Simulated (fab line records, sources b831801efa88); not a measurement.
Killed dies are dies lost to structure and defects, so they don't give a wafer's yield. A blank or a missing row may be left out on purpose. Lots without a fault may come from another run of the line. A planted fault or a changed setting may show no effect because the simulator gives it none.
Which tool did it? | flow gf180mcu | 13 lots, 39 wafers sampled, at 6 steps of a route of 602

WHAT THE GAUGES READ, wafer by wafer
GF_STI_THK_MEAS_04.
lot  | measured    | on            | STI_CVD_03_THK (nm)
L956 | day 1 14:02 | film_metro-01 | 206.3 205.0 206.3
L957 | day 1 19:26 | film_metro-04 | 208.3 208.3 207.9
L958 | day 1 23:47 | film_metro-03 | 209.0 208.6 211.8
L959 | day 2 04:46 | film_metro-03 | 208.9 206.6 207.5
L960 | day 2 09:35 | film_metro-01 | 210.6 209.9 210.3
L962 | day 2 20:13 | film_metro-03 | 207.5 206.0 206.0
L963 | day 3 01:14 | film_metro-03 | 205.2 202.7 202.5
L966 | day 3 16:28 | film_metro-03 | 206.7 207.5 206.7
L968 | day 4 01:45 | film_metro-04 | 207.5 206.6 207.0
L973 | day 5 02:34 | film_metro-03 | 206.4 208.8 209.5
L976 | day 5 17:34 | film_metro-03 | 209.2 207.1 208.6
L978 | day 6 03:41 | film_metro-04 | 205.8 205.0 207.0
L979 | day 6 09:10 | film_metro-03 | 208.0 207.7 206.6

GF_LVPWELL_TW_MEAS_11.
lot  | measured    | on            | LVPWELL_TW
L956 | day 3 20:25 | film_metro-02 | 554 553 553
L957 | day 4 02:55 | film_metro-02 | 555 554 551
L958 | day 4 08:04 | film_metro-01 | 554 552 553
L959 | day 4 13:42 | film_metro-01 | 552 552 554
L960 | day 4 19:31 | film_metro-02 | 551 548 553
L962 | day 5 08:50 | film_metro-01 | 555 555 555
L963 | day 5 13:44 | film_metro-01 | 557 556 556
L966 | day 6 07:22 | film_metro-04 | 555 557 555
L968 | day 6 15:55 | film_metro-01 | 552 549 553
L973 | day 7 21:37 | film_metro-04 | 30 30 30
L976 | day 8 13:12 | film_metro-02 | 558 561 558
L978 | day 9 01:49 | film_metro-02 | 555 560 558
L979 | day 9 09:00 | film_metro-02 | 558 559 557

GF_HV_LDD_CD_MEAS_19: target cd 400 nm.
lot  | measured     | on        | cd_nm (nm)
L956 | day 10 18:41 | cd_sem-02 | 401.3 398.1 398.8
L957 | day 11 06:14 | cd_sem-01 | 399.0 397.6 397.4
L958 | day 11 10:44 | cd_sem-02 | 399.4 401.7 401.0
L959 | day 11 19:46 | cd_sem-02 | 404.3 402.9 404.7
L960 | day 12 06:57 | cd_sem-01 | 401.0 399.6 400.8
L962 | day 12 18:20 | cd_sem-01 | 399.1 397.1 398.5
L963 | day 13 01:20 | cd_sem-01 | 397.0 397.5 397.7
L966 | day 14 01:02 | cd_sem-02 | 396.9 399.5 398.9
L968 | day 14 14:28 | cd_sem-02 | 398.5 396.4 399.7
L973 | day 16 08:20 | cd_sem-02 | 396.0 394.4 396.6
L976 | day 17 03:31 | cd_sem-02 | 401.0 402.1 399.2
L978 | day 17 21:35 | cd_sem-02 | 399.9 401.2 399.9
L979 | day 18 04:12 | cd_sem-01 | 399.8 402.1 402.8

WHICH TOOL RAN EACH LOT (tool, then ch and the chambers of the sampled wafers, then the start)
lot  | GF_NWELL_STRIP_10                   | GF_LVPWELL_STRIP_10                 | GF_DUAL_GATE_STRIP_13
L956 | plasma_asher-04 ch 0,1, day 3 07:49 | plasma_asher-03 ch 0,1, day 3 20:20 | plasma_asher-01 ch 0,1, day 8 07:51
L957 | plasma_asher-02 ch 0,1, day 3 13:35 | plasma_asher-01 ch 0,1, day 4 02:49 | plasma_asher-01 ch 0,1, day 8 16:53
L958 | plasma_asher-01 ch 0,1, day 3 18:23 | plasma_asher-02 ch 0,1, day 4 07:58 | plasma_asher-01 ch 0,1, day 8 21:22
L959 | plasma_asher-02 ch 0,1, day 4 00:02 | plasma_asher-02 ch 0,1, day 4 13:35 | plasma_asher-02 ch 0,1, day 9 06:35
L960 | plasma_asher-01 ch 0,1, day 4 04:54 | plasma_asher-02 ch 0,1, day 4 19:26 | plasma_asher-01 ch 0,1, day 9 15:28
L962 | plasma_asher-04 ch 1, day 4 18:19   | plasma_asher-01 ch 0,1, day 5 08:44 | plasma_asher-02 ch 0,1, day 10 04:08
L963 | plasma_asher-01 ch 0,1, day 4 23:21 | plasma_asher-01 ch 0,1, day 5 13:39 | plasma_asher-02 ch 0,1, day 10 10:25
L966 | plasma_asher-02 ch 0,1, day 5 15:58 | plasma_asher-03 ch 0,1, day 6 07:16 | plasma_asher-01 ch 0,1, day 11 07:34
L968 | plasma_asher-04 ch 0,1, day 6 00:07 | plasma_asher-02 ch 0,1, day 6 15:50 | plasma_asher-01 ch 0,1, day 11 18:34
L973 | plasma_asher-04 ch 0,1, day 7 05:47 | plasma_asher-01 ch 0,1, day 7 21:31 | plasma_asher-01 ch 0,1, day 13 11:40
L976 | plasma_asher-02 ch 0,1, day 7 20:17 | plasma_asher-01 ch 0,1, day 8 13:05 | plasma_asher-01 ch 0,1, day 14 03:41
L978 | plasma_asher-01 ch 0,1, day 8 09:01 | plasma_asher-02 ch 0,1, day 9 01:43 | plasma_asher-03 ch 0,1, day 14 17:49
L979 | plasma_asher-01 ch 0,1, day 8 15:37 | plasma_asher-03 ch 0,1, day 9 08:53 | plasma_asher-03 ch 0,1, day 15 03:24
- GF_NWELL_STRIP_10: strips in O2/N2.
- GF_LVPWELL_STRIP_10: strips in O2/N2.
- GF_DUAL_GATE_STRIP_13: strips in O2/N2.

WHAT THE TOOLS THEMSELVES READ (means of the sampled wafers that have a number; where no wafer has one, the mark that the record gives instead)
GF_NWELL_STRIP_10.
lot  | tool            | drypump_motor_current_A (A) | heater_power_w (W) | n2_flow_sccm (sccm) | oes_product_au (a.u.) | platen_temp_c (C) | strip_time_to_endpoint_s (s)
L956 | plasma_asher-04 | 5.5                         | 365                | 300.8               | 0.724                 | 250.04            | 37.10
L957 | plasma_asher-02 | 5.9                         | 362                | 299.9               | 0.724                 | 249.85            | 37.04
L958 | plasma_asher-01 | 5.3                         | 333                | 299.9               | 0.720                 | 250.01            | 37.06
L959 | plasma_asher-02 | 6.3                         | 344                | 300.6               | 0.723                 | 249.90            | 36.85
L960 | plasma_asher-01 | 5.5                         | 319                | 299.5               | 0.723                 | 250.11            | 36.94
L962 | plasma_asher-04 | 5.4                         | 365                | 300.2               | 0.717                 | 249.98            | 37.12
L963 | plasma_asher-01 | 5.3                         | 330                | 299.7               | 0.723                 | 249.83            | 36.78
L966 | plasma_asher-02 | 5.9                         | 365                | 300.6               | 0.724                 | 249.83            | 36.94
L968 | plasma_asher-04 | 5.5                         | 346                | 299.5               | 0.722                 | 250.02            | 36.88
L973 | plasma_asher-04 | 5.5                         | 342                | 299.7               | 0.933                 | 249.88            | -
L976 | plasma_asher-02 | 5.9                         | 363                | 300.6               | 0.717                 | 249.69            | 36.83
L978 | plasma_asher-01 | 5.5                         | 322                | 299.6               | 0.715                 | 249.87            | 36.94
L979 | plasma_asher-01 | 5.5                         | 324                | 300.9               | 0.724                 | 250.27            | 36.91

GF_LVPWELL_STRIP_10.
lot  | tool            | drypump_motor_current_A (A) | heater_power_w (W) | n2_flow_sccm (sccm) | oes_product_au (a.u.) | platen_temp_c (C) | strip_time_to_endpoint_s (s)
L956 | plasma_asher-03 | 5.5                         | 318                | 300.0               | 0.725                 | 249.91            | 37.02
L957 | plasma_asher-01 | 5.3                         | 329                | 299.3               | 0.722                 | 250.18            | 36.91
L958 | plasma_asher-02 | 5.9                         | 367                | 300.0               | 0.722                 | 250.17            | 36.97
L959 | plasma_asher-02 | 6.3                         | 351                | 301.3               | 0.725                 | 249.97            | 36.99
L960 | plasma_asher-02 | 6.3                         | 356                | 299.9               | 0.719                 | 249.94            | 36.80
L962 | plasma_asher-01 | 5.3                         | 328                | 299.1               | 0.721                 | 250.15            | 36.96
L963 | plasma_asher-01 | 5.5                         | 320                | 300.8               | 0.721                 | 250.03            | 36.91
L966 | plasma_asher-03 | 5.4                         | 319                | 299.8               | 0.718                 | 250.19            | 36.85
L968 | plasma_asher-02 | 6.3                         | 356                | 299.6               | 0.723                 | 249.89            | 36.92
L973 | plasma_asher-01 | 5.5                         | 320                | 300.3               | 0.730                 | 249.96            | 59.26
L976 | plasma_asher-01 | 5.5                         | 321                | 300.5               | 0.724                 | 250.23            | 36.99
L978 | plasma_asher-02 | 5.9                         | 369                | 299.3               | 0.728                 | 250.13            | 37.00
L979 | plasma_asher-03 | 5.5                         | 326                | 300.3               | 0.720                 | 249.98            | 36.99

GF_DUAL_GATE_STRIP_13.
lot  | tool            | drypump_motor_current_A (A) | heater_power_w (W) | n2_flow_sccm (sccm) | oes_product_au (a.u.) | platen_temp_c (C) | strip_time_to_endpoint_s (s)
L956 | plasma_asher-01 | 5.5                         | 320                | 299.6               | 0.721                 | 249.99            | 12.64
L957 | plasma_asher-01 | 5.5                         | 320                | 299.1               | 0.714                 | 249.99            | 12.66
L958 | plasma_asher-01 | 5.3                         | 333                | 301.6               | 0.716                 | 250.03            | 12.58
L959 | plasma_asher-02 | 5.9                         | 361                | 299.3               | 0.713                 | 250.12            | 12.65
L960 | plasma_asher-01 | 5.3                         | 325                | 300.2               | 0.711                 | 250.06            | 12.63
L962 | plasma_asher-02 | 6.3                         | 357                | 300.8               | 0.715                 | 250.06            | 12.68
L963 | plasma_asher-02 | 6.3                         | 350                | 300.1               | 0.712                 | 250.02            | 12.66
L966 | plasma_asher-01 | 5.3                         | 331                | 300.8               | 0.718                 | 250.01            | 12.65
L968 | plasma_asher-01 | 5.3                         | 334                | 299.6               | 0.717                 | 250.07            | 12.68
L973 | plasma_asher-01 | 5.3                         | 327                | 300.0               | 0.717                 | 249.85            | 12.66
L976 | plasma_asher-01 | 5.3                         | 328                | 299.5               | 0.720                 | 249.97            | 12.62
L978 | plasma_asher-03 | 5.7                         | 314                | 300.0               | 0.717                 | 250.19            | 12.66
L979 | plasma_asher-03 | 5.7                         | 316                | 300.2               | 0.715                 | 249.93            | 12.69

THE ANSWER, worked out from the rows above alone
Rule: what is usual is taken from the lots themselves. Put in order of their means at a reading, lots are off if they are a third of the lots or fewer, leave a main group of 4 or more, and stand apart from it by a gap of 3 or more times the standard deviation of the main group's means; of several such gaps the widest counts. A main group whose means are all the same, to the digits that the tables above print for the reading, isn't used. A lot without any number at a reading at which 4 lots or more have one is off too. The other lots that the step has rows for count as sound. The gauges are gone through in route order, then the tools' own readings, and for those a lot's mean is taken as printed above. The first step at which some lot is off is used, and at that step the reading that is off furthest; a lot without a number counts as furthest.
Off: L973, at GF_LVPWELL_TW_MEAS_11 (LVPWELL_TW). The main group: mean 555, standard deviation 2.6.
A tool fits if, at a process step before that reading, it ran every lot that is off, and no sound lot after the first of them. The gauges at GF_LVPWELL_TW_MEAS_11 aren't tried: what is off there is off at GF_NWELL_STRIP_10 too, on other tools, and a gauge's error can't cause that. One fits: plasma_asher-04 at GF_NWELL_STRIP_10. Its last sound lot is L968 (day 6 00:07), its first lot that is off L973 (day 7 05:47): a fault that began between those two fits.
The tool's own readings at GF_NWELL_STRIP_10 bear it out: on the lots that are off they differ by more than 5 times the standard deviation of the sound lots' means. oes_product_au reads 0.933 a.u. there against 0.721 a.u. on the sound lots.
Blank at GF_NWELL_STRIP_10 on the lots that are off, where sound lots have numbers: strip_time_to_endpoint_s.

WHAT THE SIMULATOR HAD PUT IN
Strip aborted: plasma_asher-04, from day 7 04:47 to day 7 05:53, at GF_NWELL_STRIP_10. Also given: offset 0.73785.
Lots struck among those shown: L973. The rule above found the same.
